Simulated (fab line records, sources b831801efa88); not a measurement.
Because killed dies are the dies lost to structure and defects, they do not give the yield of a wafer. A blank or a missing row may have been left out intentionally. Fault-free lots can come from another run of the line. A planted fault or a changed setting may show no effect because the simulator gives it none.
fab line records ; flow gf180mcu
[record] lots = 24; wafers = 72; last-day = 34
route steps=602 shown M3@410 V3@434 M4@460 V4@478
lots untouched by any fault: they come from a run of this same line in which no faults occurred
start-h: hours from the record's opening day to when the first of the lot's shown wafers began ; wait-h: hours from the lot's prior step to this one ; " identical to the entry in the row above ; L1.1+2: several wafers, shown together as one row ; - no value present, or no start provided ; * or withheld: withheld ; < > ~ a bound
route shown NAME@n: a module of which the file shows steps, and the number in the route of the first ; usual: mean and standard deviation over wafers with no fault ; same: alike in all rows ; chamber/n: place in a boat ; sites: readings site by site ; _std_site: standard deviation of those values ; _edge_site: the outer-site mean with the inner-site mean subtracted ; radius-mm: how far each site lies from the wafer's centre ; mask NAME#n: copy n ; behind: tool/chamber where the wafer was last shaped ; hold: cause of the lot's hold/its duration in hours/its outcome ; device: the n, p or np transistor that did not switch ; end of line: the same wafers' tests at the end of the route ; for a step that has no rows: nothing shown but its recipe ; killed: dies that structure and defects cost at the first sort, which is not the same as the wafer's yield ; map: shows each die of a wafer: x if killed, . if not, _ if none is there
set.NAME: the setting as run; set.NAME@STEP: as run at that earlier step ; model.NAME: the simulator's own value behind a step, which no gauge read
one table for each step of the route and one row for each wafer, over a sample of lots
services: from which hour (start-h, from the record's first day; less than 0 if before it) a tool's chamber was out of use, for how many hours, and why
[[steps]]
[step GF_M3_SPUTTER_01]
[recipe] material = TiN; target-thk-nm = 30; power-w = 6500; time-s = 25; chamber-pressure-pa = 0.4
[usual] throttle-valve-pct = 29.8/1
lot.wafer;tool;chamber;start-h;wait-h;throttle-valve-pct
L074.3;pvd-sputter-04;-;468.51;0.1;28.3
L074.5;pvd-sputter-04;-;468.51;0.1;29.4
L074.6;pvd-sputter-04;-;468.51;0.1;29.7
L075.2;pvd-sputter-02;-;472.86;0.1;30.4
L075.3;pvd-sputter-02;-;472.86;0.1;29.7
L075.5;pvd-sputter-02;-;472.86;0.1;29.8
L076.4;pvd-sputter-01;-;490.12;0.1;29.8
L076.5;pvd-sputter-01;-;490.12;0.1;29.7
L076.6;pvd-sputter-01;-;490.12;0.1;30.1
L077.3;pvd-sputter-02;-;493.39;0.1;30.1
L077.5;pvd-sputter-02;-;493.39;0.1;30.6
L077.6;pvd-sputter-02;-;493.39;0.1;30.2
L078.1;pvd-sputter-04;-;504.00;0.1;28.9
L078.5;pvd-sputter-04;-;504.00;0.1;29.3
L078.6;pvd-sputter-04;-;504.00;0.1;29.7
L079.2;pvd-sputter-01;-;515.75;0.1;30.3
L079.3;pvd-sputter-01;-;515.75;0.1;29.7
L079.4;pvd-sputter-01;-;515.75;0.1;29.8
L080.1;pvd-sputter-02;-;523.49;0.1;31.2
L080.2;pvd-sputter-02;-;523.49;0.1;29.8
L080.3;pvd-sputter-02;-;523.49;0.1;30.7
L081.2;pvd-sputter-02;-;533.79;0.1;30.2
L081.4;pvd-sputter-02;-;533.79;0.1;31.0
L081.6;pvd-sputter-02;-;533.79;0.1;31.3
L082.3;pvd-sputter-01;-;540.78;0.1;29.8
L082.4;pvd-sputter-01;-;540.78;0.1;29.7
L082.5;pvd-sputter-01;-;540.78;0.1;29.5
L083.1;pvd-sputter-04;-;547.40;0.1;31.3
L083.4;pvd-sputter-04;-;547.40;0.1;28.5
L083.6;pvd-sputter-04;-;547.40;0.1;29.4
L084.1;pvd-sputter-02;-;559.97;0.1;31.2
L084.2;pvd-sputter-02;-;559.97;0.1;29.9
L084.4;pvd-sputter-02;-;559.97;0.1;30.7
L085.2;pvd-sputter-04;-;564.06;0.1;29.3
L085.3;pvd-sputter-04;-;564.06;0.1;28.2
L085.5;pvd-sputter-04;-;564.06;0.1;29.2
L086.1;pvd-sputter-01;-;574.45;0.1;29.6
L086.2;pvd-sputter-01;-;574.45;0.1;29.6
L086.6;pvd-sputter-01;-;574.45;0.1;29.7
L087.1;pvd-sputter-02;-;579.67;0.1;29.7
L087.3;pvd-sputter-02;-;579.67;0.1;30.4
L087.4;pvd-sputter-02;-;579.67;0.1;30.6
L088.2;pvd-sputter-04;-;587.09;0.1;31.4
L088.3;pvd-sputter-04;-;587.09;0.1;29.2
L088.5;pvd-sputter-04;-;587.09;0.1;31.2
L089.3;pvd-sputter-01;-;597.41;0.1;27.7
L089.4;pvd-sputter-01;-;597.41;0.1;29.4
L089.6;pvd-sputter-01;-;597.41;0.1;29.8
L090.3;pvd-sputter-04;-;601.89;0.1;31.4
L090.4;pvd-sputter-04;-;601.89;0.1;28.3
L090.5;pvd-sputter-04;-;601.89;0.1;29.3
L091.2;pvd-sputter-01;-;608.24;0.1;30.3
L091.3;pvd-sputter-01;-;608.24;0.1;29.9
L091.6;pvd-sputter-01;-;608.24;0.1;27.6
L092.2;pvd-sputter-02;-;617.99;0.1;29.6
L092.3;pvd-sputter-02;-;617.99;0.1;30.4
L092.5;pvd-sputter-02;-;617.99;0.1;30.3
L093.1;pvd-sputter-04;-;623.88;0.1;28.2
L093.5;pvd-sputter-04;-;623.88;0.1;28.4
L093.6;pvd-sputter-04;-;623.88;0.1;29.6
L094.1;pvd-sputter-02;-;630.73;0.1;30.2
L094.3;pvd-sputter-02;-;630.73;0.1;31.1
L094.5;pvd-sputter-02;-;630.73;0.1;29.8
L095.1;pvd-sputter-04;-;637.65;0.1;29.4
L095.4;pvd-sputter-04;-;637.65;0.1;28.6
L095.5;pvd-sputter-04;-;637.65;0.1;29.3
L096.1;pvd-sputter-02;-;646.93;0.1;30.0
L096.3;pvd-sputter-02;-;646.93;0.1;31.2
L096.5;pvd-sputter-02;-;646.93;0.1;31.2
L097.3;pvd-sputter-01;-;650.59;0.1;29.7
L097.5;pvd-sputter-01;-;650.59;0.1;29.7
L097.6;pvd-sputter-01;-;650.59;0.1;27.8
[step GF_V3_BOW_MEAS_05]
[recipe] mode = bow
[usual] V3_BOW = 113/9.7
lot.wafer;tool;chamber;start-h;wait-h;V3_BOW[um]
L074.3;film-metro-02;-;494.19;0.1;101
L074.5;film-metro-02;-;494.19;0.1;104
L074.6;film-metro-02;-;494.19;0.1;116
L075.2;film-metro-01;-;498.99;0.2;112
L075.3;film-metro-01;-;498.99;0.2;102
L075.5;film-metro-01;-;498.99;0.2;108
L076.4;film-metro-02;-;515.02;0.2;119
L076.5;film-metro-02;-;515.02;0.2;118
L076.6;film-metro-02;-;515.02;0.2;124
L077.3;film-metro-03;-;518.55;0.2;116
L077.5;film-metro-03;-;518.55;0.2;112
L077.6;film-metro-03;-;518.55;0.2;107
L078.1;film-metro-03;-;528.44;0.1;132
L078.5;film-metro-03;-;528.44;0.1;110
L078.6;film-metro-03;-;528.44;0.1;123
L079.2;film-metro-01;-;540.35;0.1;104
L079.3;film-metro-01;-;540.35;0.1;121
L079.4;film-metro-01;-;540.35;0.1;118
L080.1;film-metro-01;-;547.86;0.1;109
L080.2;film-metro-01;-;547.86;0.1;111
L080.3;film-metro-01;-;547.86;0.1;119
L081.2;film-metro-01;-;558.37;0.1;102
L081.4;film-metro-01;-;558.37;0.1;113
L081.6;film-metro-01;-;558.37;0.1;116
L082.3;film-metro-03;-;564.41;0.2;122
L082.4;film-metro-03;-;564.41;0.2;132
L082.5;film-metro-03;-;564.41;0.2;126
L083.1;film-metro-01;-;570.96;0.2;101
L083.4;film-metro-01;-;570.96;0.2;91
L083.6;film-metro-01;-;570.96;0.2;100
L084.1;film-metro-03;-;583.05;0.1;128
L084.2;film-metro-03;-;583.05;0.1;115
L084.4;film-metro-03;-;583.05;0.1;117
L085.2;film-metro-01;-;587.40;0.1;108
L085.3;film-metro-01;-;587.40;0.1;100
L085.5;film-metro-01;-;587.40;0.1;112
L086.1;film-metro-01;-;596.84;0.2;104
L086.2;film-metro-01;-;596.84;0.2;105
L086.6;film-metro-01;-;596.84;0.2;102
L087.1;film-metro-01;-;602.91;0.2;117
L087.3;film-metro-01;-;602.91;0.2;106
L087.4;film-metro-01;-;602.91;0.2;126
L088.2;film-metro-03;-;610.23;0.1;118
L088.3;film-metro-03;-;610.23;0.1;106
L088.5;film-metro-03;-;610.23;0.1;114
L089.3;film-metro-02;-;619.76;0.3;117
L089.4;film-metro-02;-;619.76;0.3;102
L089.6;film-metro-02;-;619.76;0.3;105
L090.3;film-metro-03;-;624.24;0.2;124
L090.4;film-metro-03;-;624.24;0.2;120
L090.5;film-metro-03;-;624.24;0.2;126
L091.2;film-metro-01;-;630.10;0.1;111
L091.3;film-metro-01;-;630.10;0.1;113
L091.6;film-metro-01;-;630.10;0.1;108
L092.2;film-metro-01;-;640.34;0.1;108
L092.3;film-metro-01;-;640.34;0.1;100
L092.5;film-metro-01;-;640.34;0.1;115
L093.1;film-metro-01;-;645.28;0.2;118
L093.5;film-metro-01;-;645.28;0.2;106
L093.6;film-metro-01;-;645.28;0.2;111
L094.1;film-metro-02;-;652.67;0.2;113
L094.3;film-metro-02;-;652.67;0.2;108
L094.5;film-metro-02;-;652.67;0.2;128
L095.1;film-metro-01;-;659.20;0.1;112
L095.4;film-metro-01;-;659.20;0.1;94
L095.5;film-metro-01;-;659.20;0.1;93
L096.1;film-metro-03;-;667.78;0.2;122
L096.3;film-metro-03;-;667.78;0.2;133
L096.5;film-metro-03;-;667.78;0.2;132
L097.3;film-metro-02;-;671.80;0.2;121
L097.5;film-metro-02;-;671.80;0.2;129
L097.6;film-metro-02;-;671.80;0.2;119
[step GF_M4_SPUTTER_04]
[recipe] material = TiN; target-thk-nm = 50; power-w = 6500; time-s = 41.7; chamber-pressure-pa = 0.4
[usual] throttle-valve-pct = 30.2/1.1
lot.wafer;tool;chamber;start-h;wait-h;throttle-valve-pct
L074.3;pvd-sputter-03;-;519.51;0.0;28.9
L074.5;pvd-sputter-03;-;519.51;0.0;28.9
L074.6;pvd-sputter-03;-;519.51;0.0;29.0
L075.2;pvd-sputter-03;-;523.68;0.0;28.8
L075.3;pvd-sputter-03;-;523.68;0.0;32.4
L075.5;pvd-sputter-03;-;523.68;0.0;30.6
L076.4;pvd-sputter-02;-;540.59;0.0;31.0
L076.5;pvd-sputter-02;-;540.59;0.0;30.1
L076.6;pvd-sputter-02;-;540.59;0.0;31.2
L077.3;pvd-sputter-03;-;543.74;0.0;32.4
L077.5;pvd-sputter-03;-;543.74;0.0;30.6
L077.6;pvd-sputter-03;-;543.74;0.0;29.1
L078.1;pvd-sputter-02;-;552.71;0.0;31.2
L078.5;pvd-sputter-02;-;552.71;0.0;30.4
L078.6;pvd-sputter-02;-;552.71;0.0;30.9
L079.2;pvd-sputter-02;-;564.44;0.0;31.3
L079.3;pvd-sputter-02;-;564.44;0.0;30.4
L079.4;pvd-sputter-02;-;564.44;0.0;30.3
L080.1;pvd-sputter-03;-;571.83;0.0;30.5
L080.2;pvd-sputter-03;-;571.83;0.0;32.5
L080.3;pvd-sputter-03;-;571.83;0.0;28.9
L081.2;pvd-sputter-04;-;582.45;0.0;29.0
L081.4;pvd-sputter-04;-;582.45;0.0;31.2
L081.6;pvd-sputter-04;-;582.45;0.0;31.2
L082.3;pvd-sputter-03;-;587.73;0.0;30.3
L082.4;pvd-sputter-03;-;587.73;0.0;32.1
L082.5;pvd-sputter-03;-;587.73;0.0;32.7
L083.1;pvd-sputter-02;-;594.24;0.0;30.4
L083.4;pvd-sputter-02;-;594.24;0.0;30.0
L083.6;pvd-sputter-02;-;594.24;0.0;29.9
L084.1;pvd-sputter-04;-;605.36;0.0;28.3
L084.2;pvd-sputter-04;-;605.36;0.0;30.9
L084.4;pvd-sputter-04;-;605.36;0.0;29.5
L085.2;pvd-sputter-02;-;610.01;0.0;30.6
L085.3;pvd-sputter-02;-;610.01;0.0;31.0
L085.5;pvd-sputter-02;-;610.01;0.0;31.2
L086.1;pvd-sputter-02;-;619.60;0.0;31.2
L086.2;pvd-sputter-02;-;619.60;0.0;30.1
L086.6;pvd-sputter-02;-;619.60;0.0;30.3
L087.1;pvd-sputter-03;-;625.76;0.0;29.0
L087.3;pvd-sputter-03;-;625.76;0.0;32.5
L087.4;pvd-sputter-03;-;625.76;0.0;30.6
L088.2;pvd-sputter-04;-;632.11;0.0;28.4
L088.3;pvd-sputter-04;-;632.11;0.0;29.3
L088.5;pvd-sputter-04;-;632.11;0.0;29.3
L089.3;pvd-sputter-04;-;642.34;0.0;28.5
L089.4;pvd-sputter-04;-;642.34;0.0;31.3
L089.6;pvd-sputter-04;-;642.34;0.0;28.7
L090.3;pvd-sputter-02;-;645.96;0.0;30.1
L090.4;pvd-sputter-02;-;645.96;0.0;30.1
L090.5;pvd-sputter-02;-;645.96;0.0;31.0
L091.2;pvd-sputter-03;-;652.50;0.0;29.0
L091.3;pvd-sputter-03;-;652.50;0.0;32.3
L091.6;pvd-sputter-03;-;652.50;0.0;29.3
L092.2;pvd-sputter-04;-;662.00;0.0;28.4
L092.3;pvd-sputter-04;-;662.00;0.0;29.1
L092.5;pvd-sputter-04;-;662.00;0.0;28.3
L093.1;pvd-sputter-02;-;666.34;0.0;30.8
L093.5;pvd-sputter-02;-;666.34;0.0;30.4
L093.6;pvd-sputter-02;-;666.34;0.0;29.8
L094.1;pvd-sputter-03;-;673.82;0.0;29.1
L094.3;pvd-sputter-03;-;673.82;0.0;32.5
L094.5;pvd-sputter-03;-;673.82;0.0;28.8
L095.1;pvd-sputter-03;-;680.26;0.0;32.8
L095.4;pvd-sputter-03;-;680.26;0.0;28.7
L095.5;pvd-sputter-03;-;680.26;0.0;28.6
L096.1;pvd-sputter-02;-;688.92;0.0;29.9
L096.3;pvd-sputter-02;-;688.92;0.0;30.0
L096.5;pvd-sputter-02;-;688.92;0.0;31.0
L097.3;pvd-sputter-02;-;693.17;0.0;30.8
L097.5;pvd-sputter-02;-;693.17;0.0;30.2
L097.6;pvd-sputter-02;-;693.17;0.0;30.9
[step GF_V4_CVD_02]
[recipe] material = SiO2; target-thk-nm = 850; precursor = TEOS; temp-c = 400; time-s = 94.851; rf-w = 600
[usual] heater-power-outer-w = 377/66; heater-power-w = 628/120
lot.wafer;tool;chamber;start-h;wait-h;heater-power-outer-w;heater-power-w
L074.3;pecvd-03;0;543.67;0.0;380;657
L074.5;pecvd-03;2;543.67;0.0;317;523
L074.6;pecvd-03;1;543.67;0.0;428;754
L075.2;pecvd-04;2;547.22;0.0;319;458
L075.3;pecvd-04;0;547.22;0.0;369;583
L075.5;pecvd-04;0;547.22;0.0;385;626
L076.4;pecvd-03;1;563.57;0.1;356;683
L076.5;pecvd-03;2;563.57;0.1;223;411
L076.6;pecvd-03;0;563.57;0.1;372;617
L077.3;pecvd-02;2;567.10;0.0;492;785
L077.5;pecvd-02;2;567.10;0.0;380;658
L077.6;pecvd-02;0;567.10;0.0;430;729
L078.1;pecvd-03;2;574.97;0.1;250;423
L078.5;pecvd-03;1;574.97;0.1;473;840
L078.6;pecvd-03;2;574.97;0.1;282;475
L079.2;pecvd-04;2;587.28;0.0;354;515
L079.3;pecvd-04;1;587.28;0.0;331;586
L079.4;pecvd-04;1;587.28;0.0;343;593
L080.1;pecvd-04;0;594.00;0.1;319;553
L080.2;pecvd-04;1;594.00;0.1;257;481
L080.3;pecvd-04;2;594.00;0.1;360;522
L081.2;pecvd-03;1;604.29;0.0;453;812
L081.4;pecvd-03;2;604.29;0.0;267;457
L081.6;pecvd-03;1;604.29;0.0;481;824
L082.3;pecvd-03;0;610.59;0.0;377;648
L082.4;pecvd-03;0;610.59;0.0;435;718
L082.5;pecvd-03;2;610.59;0.0;235;405
L083.1;pecvd-04;2;615.77;0.1;401;561
L083.4;pecvd-04;0;615.77;0.1;355;578
L083.6;pecvd-04;2;615.77;0.1;405;603
L084.1;pecvd-04;1;626.57;0.1;333;576
L084.2;pecvd-04;2;626.57;0.1;316;480
L084.4;pecvd-04;2;626.57;0.1;365;526
L085.2;pecvd-02;2;631.11;0.0;381;656
L085.3;pecvd-02;1;631.11;0.0;348;558
L085.5;pecvd-02;0;631.11;0.0;445;767
L086.1;pecvd-03;0;641.13;0.1;433;714
L086.2;pecvd-03;1;641.13;0.1;460;829
L086.6;pecvd-03;0;641.13;0.1;461;746
L087.1;pecvd-03;0;647.01;0.1;395;692
L087.3;pecvd-03;1;647.01;0.1;451;812
L087.4;pecvd-03;1;647.01;0.1;484;842
L088.2;pecvd-02;0;654.03;0.0;442;724
L088.3;pecvd-02;2;654.03;0.0;462;747
L088.5;pecvd-02;0;654.03;0.0;335;599
L089.3;pecvd-02;2;663.38;0.0;498;795
L089.4;pecvd-02;1;663.38;0.0;340;568
L089.6;pecvd-02;0;663.38;0.0;332;603
L090.3;pecvd-03;0;666.40;0.0;478;765
L090.4;pecvd-03;1;666.40;0.0;435;815
L090.5;pecvd-03;2;666.40;0.0;270;465
L091.2;pecvd-04;0;673.40;0.0;384;609
L091.3;pecvd-04;1;673.40;0.0;292;518
L091.6;pecvd-04;2;673.40;0.0;399;572
L092.2;pecvd-02;0;682.13;0.0;429;716
L092.3;pecvd-02;1;682.13;0.0;362;588
L092.5;pecvd-02;2;682.13;0.0;459;778
L093.1;pecvd-04;2;687.14;0.1;334;485
L093.5;pecvd-04;2;687.14;0.1;379;528
L093.6;pecvd-04;0;687.14;0.1;408;635
L094.1;pecvd-02;1;694.25;0.1;340;567
L094.3;pecvd-02;0;694.25;0.1;401;663
L094.5;pecvd-02;1;694.25;0.1;369;596
L095.1;pecvd-02;1;700.55;0.1;335;553
L095.4;pecvd-02;1;700.55;0.1;354;596
L095.5;pecvd-02;0;700.55;0.1;430;734
L096.1;pecvd-03;2;708.94;0.1;299;496
L096.3;pecvd-03;0;708.94;0.1;428;711
L096.5;pecvd-03;1;708.94;0.1;439;787
L097.3;pecvd-04;2;712.65;0.0;350;524
L097.5;pecvd-04;2;712.65;0.0;385;554
L097.6;pecvd-04;0;712.65;0.0;401;611
[step GF_V4_BOW_MEAS_05]
[recipe] mode = bow
[usual] V4_BOW = 133/8.7
lot.wafer;tool;chamber;start-h;wait-h;V4_BOW[um]
L074.3;film-metro-02;-;544.14;0.2;123
L074.5;film-metro-02;-;544.14;0.2;127
L074.6;film-metro-02;-;544.14;0.2;137
L075.2;film-metro-02;-;547.67;0.3;136
L075.3;film-metro-02;-;547.67;0.3;127
L075.5;film-metro-02;-;547.67;0.3;131
L076.4;film-metro-04;-;564.05;0.3;138
L076.5;film-metro-04;-;564.05;0.3;136
L076.6;film-metro-04;-;564.05;0.3;141
L077.3;film-metro-02;-;567.57;0.3;131
L077.5;film-metro-02;-;567.57;0.3;128
L077.6;film-metro-02;-;567.57;0.3;123
L078.1;film-metro-02;-;575.53;0.1;145
L078.5;film-metro-02;-;575.53;0.1;123
L078.6;film-metro-02;-;575.53;0.1;136
L079.2;film-metro-03;-;587.73;0.1;125
L079.3;film-metro-03;-;587.73;0.1;142
L079.4;film-metro-03;-;587.73;0.1;139
L080.1;film-metro-03;-;594.43;0.2;137
L080.2;film-metro-03;-;594.43;0.2;138
L080.3;film-metro-03;-;594.43;0.2;148
L081.2;film-metro-02;-;604.74;0.2;125
L081.4;film-metro-02;-;604.74;0.2;138
L081.6;film-metro-02;-;604.74;0.2;141
L082.3;film-metro-04;-;611.06;0.2;135
L082.4;film-metro-04;-;611.06;0.2;145
L082.5;film-metro-04;-;611.06;0.2;139
L083.1;film-metro-02;-;616.20;0.2;124
L083.4;film-metro-02;-;616.20;0.2;114
L083.6;film-metro-02;-;616.20;0.2;126
L084.1;film-metro-02;-;627.00;0.1;144
L084.2;film-metro-02;-;627.00;0.1;131
L084.4;film-metro-02;-;627.00;0.1;133
L085.2;film-metro-03;-;631.56;0.2;132
L085.3;film-metro-03;-;631.56;0.2;125
L085.5;film-metro-03;-;631.56;0.2;137
L086.1;film-metro-02;-;641.56;0.1;125
L086.2;film-metro-02;-;641.56;0.1;126
L086.6;film-metro-02;-;641.56;0.1;123
L087.1;film-metro-04;-;647.44;0.2;142
L087.3;film-metro-04;-;647.44;0.2;132
L087.4;film-metro-04;-;647.44;0.2;151
L088.2;film-metro-04;-;654.47;0.2;133
L088.3;film-metro-04;-;654.47;0.2;120
L088.5;film-metro-04;-;654.47;0.2;128
L089.3;film-metro-02;-;663.85;0.1;135
L089.4;film-metro-02;-;663.85;0.1;120
L089.6;film-metro-02;-;663.85;0.1;123
L090.3;film-metro-02;-;666.87;0.1;143
L090.4;film-metro-02;-;666.87;0.1;137
L090.5;film-metro-02;-;666.87;0.1;144
L091.2;film-metro-02;-;673.96;0.2;135
L091.3;film-metro-02;-;673.96;0.2;135
L091.6;film-metro-02;-;673.96;0.2;131
L092.2;film-metro-04;-;682.58;0.2;131
L092.3;film-metro-04;-;682.58;0.2;122
L092.5;film-metro-04;-;682.58;0.2;138
L093.1;film-metro-04;-;687.57;0.1;136
L093.5;film-metro-04;-;687.57;0.1;125
L093.6;film-metro-04;-;687.57;0.1;129
L094.1;film-metro-03;-;695.09;0.1;131
L094.3;film-metro-03;-;695.09;0.1;124
L094.5;film-metro-03;-;695.09;0.1;145
L095.1;film-metro-02;-;700.98;0.2;138
L095.4;film-metro-02;-;700.98;0.2;118
L095.5;film-metro-02;-;700.98;0.2;118
L096.1;film-metro-03;-;709.54;0.1;141
L096.3;film-metro-03;-;709.54;0.1;153
L096.5;film-metro-03;-;709.54;0.1;150
L097.3;film-metro-03;-;713.12;0.2;144
L097.5;film-metro-03;-;713.12;0.2;151
L097.6;film-metro-03;-;713.12;0.2;143
[step GF_V4_CVD_23]
[recipe] material = W; target-thk-nm = 350; time-s = 104.9; temp-c = 400; pressure-torr = 40
[usual] heater-power-outer-w = 533/82; heater-power-w = 879/120
lot.wafer;tool;chamber;start-h;wait-h;heater-power-outer-w;heater-power-w
L074.3;cvd-w-02;0;567.10;0.1;636;1054
L074.5;cvd-w-02;0;567.10;0.1;617;1040
L074.6;cvd-w-02;1;567.10;0.1;553;883
L075.2;cvd-w-01;1;570.82;0.0;550;877
L075.3;cvd-w-01;0;570.82;0.0;400;676
L075.5;cvd-w-01;1;570.82;0.0;527;887
L076.4;cvd-w-01;1;586.59;0.1;528;881
L076.5;cvd-w-01;0;586.59;0.1;401;695
L076.6;cvd-w-01;1;586.59;0.1;532;896
L077.3;cvd-w-02;1;589.70;0.1;554;892
L077.5;cvd-w-02;1;589.70;0.1;559;909
L077.6;cvd-w-02;0;589.70;0.1;652;1043
L078.1;cvd-w-02;1;597.95;0.0;550;896
L078.5;cvd-w-02;1;597.95;0.0;566;918
L078.6;cvd-w-02;0;597.95;0.0;647;1011
L079.2;cvd-w-01;1;609.67;0.0;536;872
L079.3;cvd-w-01;0;609.67;0.0;409;693
L079.4;cvd-w-01;1;609.67;0.0;533;873
L080.1;cvd-w-02;0;616.20;0.0;629;1056
L080.2;cvd-w-02;1;616.20;0.0;562;897
L080.3;cvd-w-02;0;616.20;0.0;651;1050
L081.2;cvd-w-01;1;625.60;0.0;539;899
L081.4;cvd-w-01;1;625.60;0.0;543;865
L081.6;cvd-w-01;0;625.60;0.0;408;691
L082.3;cvd-w-02;1;632.53;0.1;557;909
L082.4;cvd-w-02;0;632.53;0.1;628;1051
L082.5;cvd-w-02;1;632.53;0.1;548;902
L083.1;cvd-w-02;1;637.74;0.0;552;896
L083.4;cvd-w-02;1;637.74;0.0;544;892
L083.6;cvd-w-02;1;637.74;0.0;553;905
L084.1;cvd-w-01;0;647.96;0.0;397;673
L084.2;cvd-w-01;1;647.96;0.0;536;901
L084.4;cvd-w-01;0;647.96;0.0;409;688
L085.2;cvd-w-01;0;653.07;0.0;405;704
L085.3;cvd-w-01;1;653.07;0.0;526;859
L085.5;cvd-w-01;1;653.07;0.0;536;884
L086.1;cvd-w-02;1;662.24;0.0;563;893
L086.2;cvd-w-02;0;662.24;0.0;629;1048
L086.6;cvd-w-02;0;662.24;0.0;637;1028
L087.1;cvd-w-02;1;668.26;0.0;548;918
L087.3;cvd-w-02;1;668.26;0.0;560;899
L087.4;cvd-w-02;0;668.26;0.0;616;1028
L088.2;cvd-w-01;0;674.93;0.0;417;683
L088.3;cvd-w-01;0;674.93;0.0;406;697
L088.5;cvd-w-01;1;674.93;0.0;536;883
L089.3;cvd-w-01;0;684.46;0.1;413;657
L089.4;cvd-w-01;1;684.46;0.1;543;873
L089.6;cvd-w-01;1;684.46;0.1;548;893
L090.3;cvd-w-02;1;687.55;0.1;575;903
L090.4;cvd-w-02;0;687.55;0.1;639;1034
L090.5;cvd-w-02;1;687.55;0.1;557;902
L091.2;cvd-w-02;1;694.49;0.0;556;898
L091.3;cvd-w-02;0;694.49;0.0;627;1057
L091.6;cvd-w-02;1;694.49;0.0;568;877
L092.2;cvd-w-02;1;702.41;0.0;567;927
L092.3;cvd-w-02;1;702.41;0.0;545;902
L092.5;cvd-w-02;0;702.41;0.0;636;1058
L093.1;cvd-w-01;0;707.94;0.0;399;693
L093.5;cvd-w-01;0;707.94;0.0;407;690
L093.6;cvd-w-01;1;707.94;0.0;544;885
L094.1;cvd-w-01;0;715.04;0.0;408;685
L094.3;cvd-w-01;0;715.04;0.0;405;697
L094.5;cvd-w-01;1;715.04;0.0;515;895
L095.1;cvd-w-01;1;719.84;0.0;547;884
L095.4;cvd-w-01;0;719.84;0.0;407;704
L095.5;cvd-w-01;0;719.84;0.0;406;701
L096.1;cvd-w-02;0;728.85;0.0;634;1040
L096.3;cvd-w-02;1;728.85;0.0;562;901
L096.5;cvd-w-02;0;728.85;0.0;640;1045
L097.3;cvd-w-01;1;731.97;0.1;531;891
L097.5;cvd-w-01;0;731.97;0.1;406;705
L097.6;cvd-w-01;1;731.97;0.1;545;909
[[services]]
tool;chamber;start-h;hours;kind
pvd-sputter-02;-;461.60;0.9;repair
pvd-sputter-02;-;464.77;1.8;repair
pecvd-03;-;473.68;6.0;pm
cvd-w-02;-;495.66;2.6;repair
cvd-w-02;-;498.27;6.0;pm
pvd-sputter-04;-;500.58;0.6;repair
cvd-w-01;-;510.87;1.2;repair
pvd-sputter-03;-;517.52;0.5;repair
pvd-sputter-03;-;518.79;0.5;repair
cvd-w-02;-;521.01;0.5;repair
pvd-sputter-03;-;524.00;1.7;repair
pvd-sputter-04;-;528.48;2.1;repair
pvd-sputter-03;-;535.88;3.1;repair
cvd-w-01;-;556.97;1.2;repair
pvd-sputter-02;-;585.19;2.2;repair
pvd-sputter-02;-;588.32;1.2;repair
cvd-w-01;0;602.49;3.1;repair
pvd-sputter-04;-;625.69;2.3;repair
pecvd-03;-;638.41;1.2;repair
cvd-w-01;1;656.23;2.4;repair
cvd-w-01;-;661.78;9.1;repair
pvd-sputter-03;-;662.12;2.0;repair
pvd-sputter-04;-;694.20;6.2;repair
cvd-w-02;-;730.69;1.5;repair
[[key]]
fault none
